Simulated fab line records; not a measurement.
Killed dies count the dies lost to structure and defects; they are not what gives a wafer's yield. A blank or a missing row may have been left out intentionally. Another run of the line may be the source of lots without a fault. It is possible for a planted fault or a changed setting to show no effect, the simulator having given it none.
A lot that was struck, set against a sound lot || flow sky130 || 15 out of 708 route steps
Sound: these wafers, L930.2, L930.3, L930.4. Struck: wafers L938.2, L938.3, L938.6. The cause is given at the end.
Each step with rows lists, per side, the tool, then ch with its chambers, then its first start. Under that, the readings that differ: sound wafers || struck wafers || difference of the means || sigmas: that difference in standard deviations of wafers without a fault.
alike: readings with means less than 2 such deviations apart, plus words and numbers identical on both sides. not compared: withheld readings, readings lacking a value on some wafer, bounds such as >300 that could conceal the same value, and numbers that have no deviation in the record and whose values overlap.
Wherever a step has rows on one side only, a row that says differs or no value, or a row with sigmas, the two part there. Numbers that don't overlap but have no deviation are shown without sigmas and don't part them. Lack of a reading on every wafer of one side parts them only where that side has two or more wafers.

first, 2 steps without rows for these wafers: SKY_NWELL_IMPLANT_12; SKY_NWELL_IMPLANT_13.
SKY_NWELL_STRIP_14: strips in O2/N2.
  sound on plasmaAsher-03 ch 0,1, day 4 12:25; struck on plasmaAsher-03 ch 0, day 6 11:53
  alike: chamberPressureMTorr, drypumpMotorCurrentA, oesProductAu, stripTimeToEndpointS
  not compared: rfHoursCounterH
SKY_NWELL_TW_MEAS_15:
  struck on filmMetro-01, day 6 11:59; sound on filmMetro-03, day 4 12:31
  alike: NWELL_TW
then, 7 steps without rows for these wafers: SKY_NWELL_DEHYDRATE_16 (time 60 s); SKY_NWELL_HMDS_17 (prime time 60 s); SKY_NWELL_COAT_18 (resist thk 3000 nm); SKY_NWELL_SOFTBAKE_19; SKY_NWELL_EXPOSE_20 (exposes mask NWM COMPLEMENT, target cd 840 nm); SKY_NWELL_PEB_21; SKY_NWELL_DEVELOP_22 (develop time 60 s).
SKY_NWELL_OVL_MEAS_23:
  struck on overlay-01, day 7 06:59; sound on overlay-02, day 5 06:27
  alike: NWELL_01_OVL
SKY_NWELL_IMPLANT_24:
  sound on implanter-04 ch 0, day 5 06:30; struck on implanter-02 ch 0, day 7 07:02
{"reading": "beamEnergyKeV", "sound": "140.03 140.00 140.04", "struck": "153.29 153.16 153.29", "difference": "+13.22", "sigmas": "+99 or more"}
{"reading": "model.implant.drpNm (nm)", "sound": "95.47 95.47 95.47", "struck": "98.85 98.85 98.85", "difference": "+3.38", "sigmas": ""}
  alike: faradayCurrentUA
SKY_NWELL_STRIP_25: strips in O2/N2.
  sound on plasmaAsher-02 ch 0,1, day 5 06:38; struck on plasmaAsher-04 ch 1, day 7 07:10
  alike: chamberPressureMTorr, drypumpMotorCurrentA, oesProductAu, stripTimeToEndpointS
  not compared: rfHoursCounterH
-- the record jumps here: 41 days lie between the struck wafers' starts before and after (it left off in module NWELL and takes up again in module PAD_OPEN, whose first step shown is number 708 of the route) --
SKY_PAD_OPEN_PROBE_99:
  struck on prober-02, day 47 21:24; sound on prober-01, day 45 13:52
{"reading": "model.etest.pfet_16v.rOnOhmUm", "sound": "1.559e+04 1.556e+04 1.516e+04", "struck": "1.588e+04 1.603e+04 1.576e+04", "difference": "+4.533e+02", "sigmas": ""}
{"reading": "model.etest.resIsoPwell.rsOhmSq", "sound": "3342 3330 3130", "struck": "2343 2413 2253", "difference": -931, "sigmas": ""}
{"reading": "model.etest.resIsoPwell.lineOhmUm", "sound": "1265 1259 1186", "struck": "880.4 899.6 855.6", "difference": -358.1, "sigmas": ""}
{"reading": "model.etest.resDeepNwell.rsOhmSq", "sound": "2171 2177 2166", "struck": "2331 2333 2362", "difference": "+171", "sigmas": ""}
{"reading": "model.etest.tip_n_5v.rsOhmSq", "sound": "1402 1409 1391", "struck": "1364 1355 1358", "difference": -42, "sigmas": ""}
{"reading": "model.etest.resDeepNwell.lineOhmUm", "sound": "725.1 729 727.4", "struck": "781.5 782.7 782.9", "difference": "+55.2", "sigmas": ""}
{"reading": "model.etest.resNwell.widthNm (nm)", "sound": "835.2 842.2 840.3", "struck": "814.6 813.1 812.2", "difference": -25.9, "sigmas": ""}
{"reading": "model.etest.pfet_16v.driveUaUm", "sound": "241.3 239 243.6", "struck": "233.1 230.3 235.1", "difference": -8.5, "sigmas": ""}
  alike: killed_at_M0_to_M3, killed_at_M4_up, killedAtContacts, killedAtFrontEnd, killedAtOther, killedDies, killedOpen, killedShort

== WHERE THEY PART ==
SKY_NWELL_IMPLANT_24 only, going by this record. Later steps at which nothing parts them and some readings are alike: SKY_NWELL_STRIP_25, SKY_PAD_OPEN_PROBE_99.

WHY: whatever the simulator had introduced
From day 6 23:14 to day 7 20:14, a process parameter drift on implanter-02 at SKY_NWELL_IMPLANT_24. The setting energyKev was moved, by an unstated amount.
